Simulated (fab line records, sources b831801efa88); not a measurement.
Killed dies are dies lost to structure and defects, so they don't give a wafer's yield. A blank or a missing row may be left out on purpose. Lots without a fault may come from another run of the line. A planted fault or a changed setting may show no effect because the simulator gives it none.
Problem report in the 8D (eight disciplines) form, filled by code | flow gf180mcu | the parts of the form that need people (team, actions taken, sign-off) are left out

1. THE PROBLEM
beam_energy_keV at GF_HV_LDD_IMPLANT_34 reads a mean of 56.363 on 6 wafers of 2 lots; wafers without a fault read 59.999 with a standard deviation of 0.019. That is -99 or more standard deviations from the usual mean.
First seen on wafer L903.1, day 14 09:39, on implanter-02. The record holds 42 wafers of 14 lots with a number at this step. Rule for "out", or "out of limits": more than 4 standard deviations from the usual mean. The other wafers with a number count as sound.

2. WHAT IT IS AND WHAT IT IS NOT
question                    | is                     | is not
which readings at this step | beam_energy_keV        | faraday_current_uA
which lots                  | L903, L904             | L895, L897, L901, L902, L909, L910, L911, L913, L914, L915, L916, L917
which wafers of those lots  | all that have a number | -
read on which tools         | implanter-02           | implanter-01, implanter-04
when                        | from day 14 09:39      | up to then (12 sound wafers); but 24 sound wafers of L909, L910, L911, L913, L914, L915, L916, L917 came after

3. SUSPECTS, AND WHAT RULES EACH OUT
Counting: a tool at a process step up to the reading stays a suspect if it ran every lot that is out and no sound lot after the first of them.
- implanter-02 at GF_HV_LDD_IMPLANT_34: ruled out as a lasting fault. Sound lots L915, L917 ran on it after its first lot that is out, L903 (day 14 09:39).
Left after counting: nothing in the record.

4. THE CAUSE (what the simulator had put in)
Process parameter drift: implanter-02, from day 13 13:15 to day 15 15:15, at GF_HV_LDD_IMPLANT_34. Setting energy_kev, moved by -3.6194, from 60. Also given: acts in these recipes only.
Counting ruled it out, wrongly.

5. THE CHAIN OF EFFECTS, in route order
Each row: a reading whose mean over the struck wafers that have a number lies more than 3 standard deviations from the usual. Only readings for which the record gives a usual standard deviation are gone through. hours: the time from each lot's start at the first step in this table that gives one to its start at this step, as a median over the lots. sigmas: the change in usual standard deviations.
hours | step                 | reading         | usual  | on struck wafers | change | sigmas
0     | GF_HV_LDD_IMPLANT_34 | beam_energy_keV | 59.999 | 56.363           | -3.636 | -99 or more
The process steps in it:
- GF_HV_LDD_IMPLANT_34

6. WHAT WOULD HAVE CAUGHT IT SOONER
In this record the first reading out of limits was taken at day 14 09:39, 20 hours after the fault began at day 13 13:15.
